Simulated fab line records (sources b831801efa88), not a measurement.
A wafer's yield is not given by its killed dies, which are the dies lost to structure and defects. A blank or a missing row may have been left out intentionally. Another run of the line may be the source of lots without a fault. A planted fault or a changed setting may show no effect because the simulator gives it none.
Which tool did it? :: flow sky130 :: 11 lots with 33 wafers sampled at 4 steps, on a route of 708 steps

## WHAT THE GAUGES SHOWED, per wafer
SKY_VIA4_THK_MEAS_01.
lot: L530
measured: day 42 16:10
on: film metro-02
VIA4_HDPCVD_THK (nm): 1757 1747 1740

lot: L532
measured: day 42 21:32
on: film metro-04
VIA4_HDPCVD_THK (nm): 1748 1769 1786

lot: L533
measured: day 43 09:25
on: film metro-04
VIA4_HDPCVD_THK (nm): 1734 1756 1744

lot: L538
measured: day 45 02:25
on: film metro-02
VIA4_HDPCVD_THK (nm): 1724 1721 1732

lot: L539
measured: day 45 03:08
on: film metro-01
VIA4_HDPCVD_THK (nm): 1784 1746 1760

lot: L541
measured: day 45 13:13
on: film metro-01
VIA4_HDPCVD_THK (nm): 1716 1753 1720

lot: L543
measured: day 45 21:29
on: film metro-02
VIA4_HDPCVD_THK (nm): 1732 1744 1954

lot: L545
measured: day 46 11:58
on: film metro-02
VIA4_HDPCVD_THK (nm): 1750 1727 1729

lot: L547
measured: day 46 20:22
on: film metro-02
VIA4_HDPCVD_THK (nm): 1945 1749 1738

lot: L549
measured: day 47 10:43
on: film metro-02
VIA4_HDPCVD_THK (nm): 1730 1726 1750

lot: L551
measured: day 48 10:44
on: film metro-04
VIA4_HDPCVD_THK (nm): 1688 1706 1722

## EACH LOT AND THE TOOL THAT RAN IT (in order: tool; ch and the chambers of the sampled wafers; start)
lot: L530
SKY_METAL3_ETCH_17: rie diel-04 ch 0,2,3, day 39 09:34
SKY_VIA3_ETCH_15: rie diel-02 ch 0,2,3, day 40 11:58
SKY_VIA4_HDPCVD_00: hdpcvd-01 ch 0,1,2, day 42 15:58

lot: L532
SKY_METAL3_ETCH_17: rie diel-02 ch 0,1,3, day 39 16:23
SKY_VIA3_ETCH_15: rie diel-01 ch 2,3, day 40 18:34
SKY_VIA4_HDPCVD_00: hdpcvd-02 ch 0,1, day 42 21:21

lot: L533
SKY_METAL3_ETCH_17: rie diel-04 ch 1,2,3, day 40 03:58
SKY_VIA3_ETCH_15: rie diel-01 ch 0,2, day 41 06:06
SKY_VIA4_HDPCVD_00: hdpcvd-02 ch 1,2, day 43 09:14

lot: L538
SKY_METAL3_ETCH_17: rie diel-03 ch 1,2,3, day 41 23:58
SKY_VIA3_ETCH_15: rie diel-02 ch 1,3, day 43 01:12
SKY_VIA4_HDPCVD_00: hdpcvd-02 ch 1,2, day 45 02:14

lot: L539
SKY_METAL3_ETCH_17: rie diel-02 ch 0,1,2, day 42 01:23
SKY_VIA3_ETCH_15: rie diel-03 ch 1,2,3, day 43 02:21
SKY_VIA4_HDPCVD_00: hdpcvd-01 ch 0,2, day 45 02:52

lot: L541
SKY_METAL3_ETCH_17: rie diel-04 ch 0,2, day 42 12:31
SKY_VIA3_ETCH_15: rie diel-03 ch 1,2,3, day 43 12:43
SKY_VIA4_HDPCVD_00: hdpcvd-02 ch 0,1,2, day 45 13:02

lot: L543
SKY_METAL3_ETCH_17: rie diel-03 ch 1,3, day 42 22:46
SKY_VIA3_ETCH_15: rie diel-03 ch 1,2,3, day 43 23:03
SKY_VIA4_HDPCVD_00: hdpcvd-02 ch 0,2, day 45 21:18

lot: L545
SKY_METAL3_ETCH_17: rie diel-04 ch 1,3, day 43 11:25
SKY_VIA3_ETCH_15: rie diel-01 ch 2,3, day 44 11:58
SKY_VIA4_HDPCVD_00: hdpcvd-01 ch 0,2, day 46 11:47

lot: L547
SKY_METAL3_ETCH_17: rie diel-02 ch 0,1,2, day 43 22:38
SKY_VIA3_ETCH_15: rie diel-03 ch 1,2,3, day 44 21:22
SKY_VIA4_HDPCVD_00: hdpcvd-02 ch 0,1,2, day 46 20:11

lot: L549
SKY_METAL3_ETCH_17: rie diel-02 ch 2,3, day 44 11:43
SKY_VIA3_ETCH_15: rie diel-03 ch 0,1,3, day 45 12:26
SKY_VIA4_HDPCVD_00: hdpcvd-01 ch 0,1,2, day 47 10:35

lot: L551
SKY_METAL3_ETCH_17: rie diel-04 ch 2,3, day 45 16:19
SKY_VIA3_ETCH_15: rie diel-03 ch 1,2,3, day 46 15:18
SKY_VIA4_HDPCVD_00: hdpcvd-01 ch 0,1,2, day 48 10:37
- SKY_METAL3_ETCH_17: etches SiO2 in C4F8/O2/Ar, stops on TiN, time 3.9 s, target depth 15 nm.
- SKY_VIA3_ETCH_15: etches SiO2 in C4F8/O2/Ar, stops on TiN, target depth 507 nm, time 78 s.
- SKY_VIA4_HDPCVD_00: deposits SiO2, target thk 1750 nm, time 291.7 s.

## WHAT THE TOOLS THEMSELVES READ (means of the sampled wafers that have a number; where no wafer has one, the mark that the record gives instead)
SKY_METAL3_ETCH_17.
lot: L530
tool: rie diel-04
oes product au (a.u.): 0.747

lot: L532
tool: rie diel-02
oes product au (a.u.): 0.754

lot: L533
tool: rie diel-04
oes product au (a.u.): 0.751

lot: L538
tool: rie diel-03
oes product au (a.u.): 0.757

lot: L539
tool: rie diel-02
oes product au (a.u.): 0.755

lot: L541
tool: rie diel-04
oes product au (a.u.): 0.755

lot: L543
tool: rie diel-03
oes product au (a.u.): 0.755

lot: L545
tool: rie diel-04
oes product au (a.u.): 0.751

lot: L547
tool: rie diel-02
oes product au (a.u.): 0.752

lot: L549
tool: rie diel-02
oes product au (a.u.): 0.760

lot: L551
tool: rie diel-04
oes product au (a.u.): 0.760

SKY_VIA3_ETCH_15.
lot: L530
tool: rie diel-02
oes product au (a.u.): 0.946

lot: L532
tool: rie diel-01
oes product au (a.u.): 0.947

lot: L533
tool: rie diel-01
oes product au (a.u.): 0.947

lot: L538
tool: rie diel-02
oes product au (a.u.): 0.944

lot: L539
tool: rie diel-03
oes product au (a.u.): 0.942

lot: L541
tool: rie diel-03
oes product au (a.u.): 0.946

lot: L543
tool: rie diel-03
oes product au (a.u.): 0.947

lot: L545
tool: rie diel-01
oes product au (a.u.): 0.946

lot: L547
tool: rie diel-03
oes product au (a.u.): 0.945

lot: L549
tool: rie diel-03
oes product au (a.u.): 0.944

lot: L551
tool: rie diel-03
oes product au (a.u.): 0.943

SKY_VIA4_HDPCVD_00.
lot: L530
tool: hdpcvd-01
run length s (s): 319.8

lot: L532
tool: hdpcvd-02
run length s (s): 319.0

lot: L533
tool: hdpcvd-02
run length s (s): 319.3

lot: L538
tool: hdpcvd-02
run length s (s): 319.5

lot: L539
tool: hdpcvd-01
run length s (s): 319.8

lot: L541
tool: hdpcvd-02
run length s (s): 319.6

lot: L543
tool: hdpcvd-02
run length s (s): 329.3

lot: L545
tool: hdpcvd-01
run length s (s): 319.8

lot: L547
tool: hdpcvd-02
run length s (s): 329.7

lot: L549
tool: hdpcvd-01
run length s (s): 319.5

lot: L551
tool: hdpcvd-01
run length s (s): 319.7

## THE ANSWER, worked out from the rows above alone
Rule: the usual values come from the lots themselves. The widest of any qualifying gaps counts: lots, ordered by their means at a reading, are off when they make up no more than a third of the lots, leave a main group of 4 or more, and stand apart from it by 3 or more times the standard deviation of that group's means. A main group is skipped when, at the precision printed for the reading in the tables above, its means are all equal. A lot without any number at a reading at which 4 lots or more have one is off too. All remaining lots with rows at the step are treated as sound. Order of review: gauges by route order, followed by the tools' own readings, for which a lot's mean as printed above is used. The first step at which some lot is off is used, and at that step the reading that is off furthest; a lot without a number counts as furthest.
Off: L543, L547 (SKY_VIA4_HDPCVD_00, run length s). Main group: mean 319.6 s, sd 0.25.
A tool fits if, at that step or a process step before it, it ran every lot that is off, and no sound lot after the first of them. One fits: SKY_VIA4_HDPCVD_00 on hdpcvd-02. A fault onset in the window from L541 (day 45 13:02, its last sound lot) to L543 (day 45 21:18, its first lot off) fits.
The tool's own readings at SKY_VIA4_HDPCVD_00 bear it out: on the lots that are off they differ by more than 5 times the standard deviation of the sound lots' means. run length s reads 329.5 s there against 319.6 s on the sound lots.

## WHAT HAD BEEN PUT IN BY THE SIMULATOR
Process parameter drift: hdpcvd-02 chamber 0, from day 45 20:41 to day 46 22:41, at SKY_VIA4_HDPCVD_00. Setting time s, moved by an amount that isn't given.
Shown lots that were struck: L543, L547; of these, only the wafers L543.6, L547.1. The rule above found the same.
